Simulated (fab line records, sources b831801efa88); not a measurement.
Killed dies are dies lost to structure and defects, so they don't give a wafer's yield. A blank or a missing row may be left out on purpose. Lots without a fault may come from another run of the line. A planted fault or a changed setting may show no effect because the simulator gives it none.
fab line records | flow gf180mcu
record lots=14 wafers=42 last_day=34
route steps=602 shown HV_LDD@209 V1@340 V4@502
lots that met no fault: from a run of the same line without faults
start_h: hours from the record's first day to the start of the lot's first wafer shown | wait_h: hours since the lot's step before | " the same as in the row above | L1.1+2: a row that stands for several wafers | - no value, or no start given | * or withheld: withheld | < > ~ a bound
route shown NAME@n: a module of which the file shows steps, and the number in the route of the first | usual: mean/standard deviation of fault-free wafers | same: alike in all rows | chamber/n: place in a boat | sites: the reading at each site | _std_site: their standard deviation | _edge_site: outer sites' mean less inner sites' | radius_mm: how far each site lies from the wafer's centre | mask NAME#n: copy n | behind: the tool/chamber that last shaped the wafer | hold: why the lot was held/for how many hours/how that ended | device: the transistor (n, p or np) that didn't switch | end of line: the same wafers' tests at the end of the route | a step without rows: its recipe alone | killed: dies lost to structure and defects at the first sort, not the wafer's yield | map: a wafer's dies, x killed, . not, _ none there
set.NAME: the setting as run; set.NAME@STEP: as run at that earlier step | model.NAME: the simulator's own value behind a step, which no gauge read
steps of the route over a sample of lots; a table a step, a row a wafer
services: from which hour (start_h, from the record's first day; less than 0 if before it) a tool's chamber was out of use, for how many hours, and why
## steps
# step GF_HV_LDD_IMPLANT_33
# recipe species=P energy_kev=60 dose_cm2=7.5e+12 tilt_deg=30 rotation_deg=0
# usual beam_energy_keV=59.999/0.02 beam_on_s=9.99/0.21 faraday_current_uA=42.3/0.89
# columns lot.wafer tool chamber start_h wait_h beam_energy_keV beam_on_s faraday_current_uA
L778.1 implanter-04 0 255.11 0.0 59.988 9.98 42.6
L778.4 " 0 " " 59.971 9.93 42.6
L778.6 " 0 " " 59.975 10.24 41.3
L779.1 implanter-04 0 260.69 0.0 60.015 9.88 42.8
L779.2 " 0 " " 60.024 9.87 43.1
L779.5 " 0 " " 59.998 9.91 42.5
L780.1 implanter-04 0 265.63 0.0 60.009 9.97 42.5
L780.3 " 0 " " 60.017 10.16 41.6
L780.6 " 0 " " 59.995 10.12 41.8
L781.1 implanter-02 0 276.14 0.0 59.965 9.87 42.8
L781.5 " 0 " " 59.980 10.14 41.8
L781.6 " 0 " " 59.992 9.70 43.5
L784.1 implanter-01 0 298.31 0.0 60.020 9.91 42.6
L784.2 " 0 " " 60.020 10.05 41.8
L784.6 " 0 " " 60.000 9.64 43.7
L785.3 implanter-04 0 305.34 0.1 59.973 9.75 43.6
L785.4 " 0 " " 60.013 10.06 42.0
L785.5 " 0 " " 60.004 9.98 42.4
L786.3 implanter-02 0 314.88 0.1 59.995 10.18 41.6
L786.5 " 0 " " 60.037 10.00 42.2
L786.6 " 0 " " 59.994 9.80 43.1
L787.2 implanter-01 0 324.60 0.0 60.028 10.25 41.3
L787.4 " 0 " " 60.019 10.00 42.5
L787.5 " 0 " " 60.027 9.98 42.3
L788.2 implanter-04 0 331.36 0.0 59.980 9.83 42.9
L788.4 " 0 " " 60.001 10.40 40.7
L788.6 " 0 " " 59.991 10.44 40.5
L789.1 implanter-01 0 339.51 0.0 60.031 9.89 42.8
L789.2 " 0 " " 59.989 10.02 42.3
L789.3 " 0 " " 60.011 9.89 42.7
L792.3 implanter-04 0 362.09 0.1 59.976 10.38 40.8
L792.4 " 0 " " 59.990 10.35 40.8
L792.5 " 0 " " 59.993 10.14 41.7
L793.3 implanter-04 - 374.51 0.1 - - -
L793.4 " - " " - - -
L793.6 " - " " - - -
L794.2 implanter-01 - 379.61 0.0 - - -
L794.5 " - " " - - -
L794.6 " - " " - - -
L801.4 implanter-01 0 436.96 0.1 59.966 10.23 41.3
L801.5 " 0 " " 59.967 10.18 41.8
L801.6 " 0 " " 59.974 9.73 43.1
# step GF_HV_LDD_TW_MEAS_38
# usual HV_LDD_3_TW=1437/11
# columns lot.wafer tool chamber start_h wait_h HV_LDD_3_TW
L778.1 film_metro-04 - 255.81 0.1 1425
L778.4 " - " " 1414
L778.6 " - " " 1415
L779.1 film_metro-04 - 261.41 0.1 1423
L779.2 " - " " 1416
L779.5 " - " " 1425
L780.1 film_metro-01 - 266.33 0.1 1441
L780.3 " - " " 1445
L780.6 " - " " 1435
L781.1 film_metro-04 - 276.84 0.1 1441
L781.5 " - " " 1437
L781.6 " - " " 1434
L784.1 film_metro-04 - 299.01 0.1 1421
L784.2 " - " " 1414
L784.6 " - " " 1419
L785.3 film_metro-01 - 306.01 0.1 1444
L785.4 " - " " 1447
L785.5 " - " " 1447
L786.3 film_metro-01 - 315.55 0.1 1435
L786.5 " - " " 1442
L786.6 " - " " 1441
L787.2 film_metro-03 - 325.29 0.1 1440
L787.4 " - " " 1443
L787.5 " - " " 1442
L788.2 film_metro-03 - 332.05 0.1 1445
L788.4 " - " " 1443
L788.6 " - " " 1439
L789.1 film_metro-04 - 340.21 0.1 1432
L789.2 " - " " 1435
L789.3 " - " " 1422
L792.3 film_metro-03 - 362.76 0.1 1448
L792.4 " - " " 1443
L792.5 " - " " 1438
L793.3 film_metro-03 - 375.18 0.1 1320
L793.4 " - " " 1312
L793.6 " - " " 1307
L794.2 film_metro-04 - 380.30 0.1 1297
L794.5 " - " " 1301
L794.6 " - " " 1302
L801.4 film_metro-04 - 437.61 0.1 1428
L801.5 " - " " 1432
L801.6 " - " " 1431
# step GF_HV_LDD_RS_MEAS_53
# recipe thk_meas_gauge=four-point-probe
# usual HV_LDD_RS=419.2/0.92
# columns lot.wafer tool chamber start_h wait_h HV_LDD_RS[ohm/sq]
L778.1 film_metro-04 - 275.56 0.1 420.3
L778.4 " - " " 420.7
L778.6 " - " " 422.1
L779.1 film_metro-03 - 280.77 0.1 416.8
L779.2 " - " " 418.4
L779.5 " - " " 418.3
L780.1 film_metro-04 - 285.99 0.1 418.5
L780.3 " - " " 420.1
L780.6 " - " " 418.1
L781.1 film_metro-04 - 296.24 0.1 420.4
L781.5 " - " " 419.4
L781.6 " - " " 419.7
L784.1 film_metro-03 - 320.91 0.1 419.5
L784.2 " - " " 419.5
L784.6 " - " " 419.5
L785.3 film_metro-03 - 327.63 0.1 419.4
L785.4 " - " " 418.1
L785.5 " - " " 418.2
L786.3 film_metro-01 - 337.33 0.1 417.1
L786.5 " - " " 417.8
L786.6 " - " " 417.5
L787.2 film_metro-03 - 347.61 0.1 421.2
L787.4 " - " " 420.9
L787.5 " - " " 419.6
L788.2 film_metro-03 - 354.31 0.1 419.5
L788.4 " - " " 419.3
L788.6 " - " " 419.9
L789.1 film_metro-03 - 363.11 0.1 418.7
L789.2 " - " " 418.9
L789.3 " - " " 417.8
L792.3 film_metro-03 - 386.45 0.1 420.7
L792.4 " - " " 420.6
L792.5 " - " " 420.7
L793.3 film_metro-03 - 398.88 0.1 440.3
L793.4 " - " " 440.7
L793.6 " - " " 440.4
L794.2 film_metro-04 - 404.16 0.1 441.6
L794.5 " - " " 441.4
L794.6 " - " " 441.1
L801.4 film_metro-01 - 462.01 0.1 419.0
L801.5 " - " " 418.1
L801.6 " - " " 418.0
# step GF_V1_BOW_MEAS_05
# recipe mode=bow
# usual V1_BOW=81/7.4
# columns lot.wafer tool chamber start_h wait_h V1_BOW[um]
L778.1 film_metro-01 - 390.58 0.2 83
L778.4 " - " " 76
L778.6 " - " " 79
L779.1 film_metro-01 - 401.13 0.2 83
L779.2 " - " " 79
L779.5 " - " " 80
L780.1 film_metro-01 - 406.05 0.2 89
L780.3 " - " " 78
L780.6 " - " " 79
L781.1 film_metro-02 - 417.24 0.1 74
L781.5 " - " " 73
L781.6 " - " " 82
L784.1 film_metro-02 - 444.63 0.2 75
L784.2 " - " " 79
L784.6 " - " " 81
L785.3 film_metro-01 - 451.24 0.1 94
L785.4 " - " " 93
L785.5 " - " " 82
L786.3 film_metro-01 - 463.49 0.2 79
L786.5 " - " " 79
L786.6 " - " " 84
L787.2 film_metro-02 - 473.66 0.2 92
L787.4 " - " " 76
L787.5 " - " " 85
L788.2 film_metro-02 - 480.25 0.2 92
L788.4 " - " " 79
L788.6 " - " " 80
L789.1 film_metro-02 - 489.54 0.1 58
L789.2 " - " " 82
L789.3 " - " " 82
L792.3 film_metro-01 - 513.73 0.3 75
L792.4 " - " " 82
L792.5 " - " " 87
L801.4 film_metro-01 - 583.96 0.3 85
L801.5 " - " " 64
L801.6 " - " " 73
# step GF_V1_ETCH_16
# recipe chemistry=N2/H2 target_depth_a=withheld overetch_a=withheld time_s=withheld target=BARC ion_energy_ev=200 source_w=500 bias_w=100 pressure_mtorr=30 n2_flow_sccm=100 h2_flow_sccm=200
# usual drypump_motor_current_A=5.9/0.49 oes_product_au=0.855/0.0048 throttle_valve_pct=13.224/0.0095
# columns lot.wafer tool chamber start_h wait_h drypump_motor_current_A oes_product_au throttle_valve_pct
L778.1 rie_diel-04 0 414.88 0.0 6.5 0.843 13.215
L778.4 " 0 " " 6.5 0.855 13.234
L778.6 " 3 " " 6.3 0.850 13.226
L779.1 rie_diel-04 3 425.70 0.0 6.3 0.858 13.219
L779.2 " 2 " " 5.7 0.859 13.217
L779.5 " 2 " " 5.7 0.859 13.218
L780.1 rie_diel-01 0 429.56 0.0 5.8 0.853 13.220
L780.3 " 3 " " 5.6 0.860 13.229
L780.6 " 3 " " 5.6 0.857 13.218
L781.1 rie_diel-01 1 441.73 0.0 5.5 0.855 13.223
L781.5 " 1 " " 5.5 0.857 13.221
L781.6 " 2 " " 5.9 0.857 13.231
L784.1 rie_diel-03 1 468.46 0.0 4.9 0.854 13.222
L784.2 " 2 " " 5.6 0.858 13.216
L784.6 " 2 " " 5.6 0.860 13.242
L785.3 rie_diel-01 3 475.78 0.0 5.6 0.859 13.216
L785.4 " 0 " " 5.8 0.864 13.220
L785.5 " 3 " " 5.6 0.857 13.226
L786.3 rie_diel-04 1 487.68 0.0 5.9 0.850 13.221
L786.5 " 2 " " 5.8 0.847 13.230
L786.6 " 1 " " 5.9 0.856 13.221
L787.2 rie_diel-04 0 497.16 0.0 6.5 0.861 13.216
L787.4 " 3 " " 6.3 0.850 13.231
L787.5 " 0 " " 6.5 0.853 13.220
L788.2 rie_diel-03 1 503.63 0.0 4.8 0.850 13.207
L788.4 " 2 " " 5.6 0.860 13.224
L788.6 " 3 " " 6.3 0.861 13.239
L789.1 rie_diel-04 0 513.13 0.0 6.5 0.862 13.216
L789.2 " 1 " " 5.9 0.856 13.218
L789.3 " 3 " " 6.3 0.861 13.230
L792.3 rie_diel-03 1 537.01 0.0 4.8 0.852 13.202
L792.4 " 2 " " 5.5 0.853 13.226
L792.5 " 1 " " 4.8 0.852 13.215
L801.4 rie_diel-03 2 605.11 0.0 5.6 0.857 13.228
L801.5 " 0 " " 6.6 0.861 13.224
L801.6 " 3 " " 6.3 0.852 13.209
# step GF_V4_CMP_26
# recipe stop_on=SiO2 down_force_psi=3.5 platen_rpm=60 t_overpolish_s=15 target_thk_nm=0 pad_velocity_m_s=0.94248
# usual motor_current_A=11.0/0.87 overpolish_run_s=15.000/0.01 slurry_flow_ml_min=150.0/0.46 time_to_endpoint_s=84/4.5
# columns lot.wafer tool chamber start_h wait_h motor_current_A overpolish_run_s slurry_flow_ml_min time_to_endpoint_s
L778.4 cmp-02 2 564.65 0.0 12.2 15.002 150.8 83
L778.1 " 1 " " 10.9 14.992 149.3 80
L778.6 " 3 " " 10.2 15.002 150.3 78
L779.1 cmp-02 0 577.82 0.1 10.8 14.998 150.5 87
L779.2 " 1 " " 11.4 14.988 149.2 84
L779.5 " 3 " " 9.9 14.984 150.5 78
L780.3 cmp-02 0 579.89 0.1 10.8 14.987 150.1 89
L780.1 " 2 " " 12.6 14.998 150.4 84
L780.6 " 3 " " 10.4 14.998 150.6 78
L781.1 cmp-02 0 591.49 0.2 11.0 14.989 150.9 91
L781.5 " 1 " " 11.3 15.005 150.5 85
L781.6 " 2 " " 12.6 15.005 149.6 86
L784.2 cmp-02 3 613.98 0.1 9.5 15.004 150.5 74
L784.1 " 1 " " 11.1 14.992 149.7 82
L784.6 " 2 " " 11.8 14.986 150.3 82
L785.3 cmp-02 3 619.27 0.1 10.1 14.997 150.5 77
L785.4 " 1 " " 11.3 15.011 150.0 82
L785.5 " 3 " " 9.8 15.011 149.9 77
L786.3 cmp-01 2 630.12 0.1 10.1 14.999 149.6 82
L786.5 " 0 " " 10.7 14.995 150.6 84
L786.6 " 1 " " 10.4 14.988 150.6 79
L787.4 cmp-02 1 638.10 0.1 10.9 14.991 150.0 81
L787.2 " 2 " " 12.7 15.009 149.3 82
L787.5 " 0 " " 10.6 15.013 149.7 85
L788.2 cmp-02 1 644.11 0.1 10.9 15.007 150.3 84
L788.4 " 2 " " 11.2 15.009 150.3 84
L788.6 " 0 " " 10.7 14.995 150.5 90
L789.2 cmp-02 0 652.34 0.1 11.1 14.987 149.8 91
L789.1 " 1 " " 11.3 15.009 150.7 85
L789.3 " 2 " " 12.2 14.999 149.4 84
L792.4 cmp-02 1 671.69 0.0 11.0 14.987 150.0 89
L792.3 " 0 " " 10.1 14.989 149.8 90
L792.5 " 2 " " 12.6 14.998 150.1 86
L801.4 cmp-01 0 730.92 0.2 11.9 14.990 150.3 87
L801.6 " 1 " " 10.5 15.007 150.0 79
L801.5 " 2 " " 10.2 14.990 149.3 82
## services
# columns tool chamber start_h hours kind
cmp-02 - 244.97 1.0 repair
rie_diel-04 3 248.07 5.2 repair
rie_diel-04 2 250.25 8.4 repair
cmp-02 - 263.04 6.2 pm
implanter-01 - 263.84 5.6 pm
cmp-02 - 269.65 2.1 repair
implanter-04 - 274.64 3.1 repair
cmp-02 - 307.36 0.2 repair
rie_diel-04 - 374.29 2.8 pm
implanter-04 - 380.53 5.8 repair
rie_diel-04 1 392.89 23.1 repair
implanter-04 - 397.06 3.7 pm
cmp-02 - 404.14 4.0 pm
cmp-02 - 408.73 2.0 repair
implanter-01 - 426.31 2.1 repair
rie_diel-04 1 431.38 6.4 repair
cmp-02 - 450.45 2.8 pm
cmp-02 - 489.44 1.6 repair
implanter-04 - 515.56 2.0 repair
implanter-04 - 534.14 2.7 pm
implanter-04 - 569.11 1.6 repair
cmp-02 - 632.04 4.0 pm
implanter-04 - 638.08 1.7 repair
cmp-02 - 697.80 1.0 repair
## key
first_sign step=GF_HV_LDD_IMPLANT_33 reading=tool_record direction=missing
effect step=GF_HV_LDD_TW_MEAS_38 reading=HV_LDD_3_TW direction=down sigmas=12 usual=1437 struck=1306
effect step=GF_HV_LDD_RS_MEAS_53 reading=HV_LDD_RS direction=up sigmas=23 usual=419.2 struck=440.9
met_at GF_HV_LDD_IMPLANT_33
struck_lots L793,L794
later_rows_left_out L793.3,L793.4,L793.6,L794.2,L794.5,L794.6
sort_left_out L793.3,L793.4,L793.6,L794.2,L794.5,L794.6
tester_left_out L793,L794
not_acting_at GF_V1_BOW_MEAS_05,GF_V1_ETCH_16,GF_V4_CMP_26
onset_between 362.09 374.51
fault kind=skipped_step_whole tool=implanter-01,implanter-04 chamber=- onset_h=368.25 steps=GF_HV_LDD_IMPLANT_33 scope=struck_lots_only
# tester_left_out: of these lots the tester's yield and bins aren't shown, on N5 and GAA mostly nor the transistor test; their killed dies are dies lost to structure and defects alone, not to doping, threshold or leakage, so they don't give the yield
# sort_left_out: the simulated sort isn't trusted on such a fault, so these wafers' sort isn't shown, and their yield isn't known
# later_rows_left_out: the simulator's readings of these wafers behind a module that went badly wrong aren't trusted and aren't shown, but for the sort
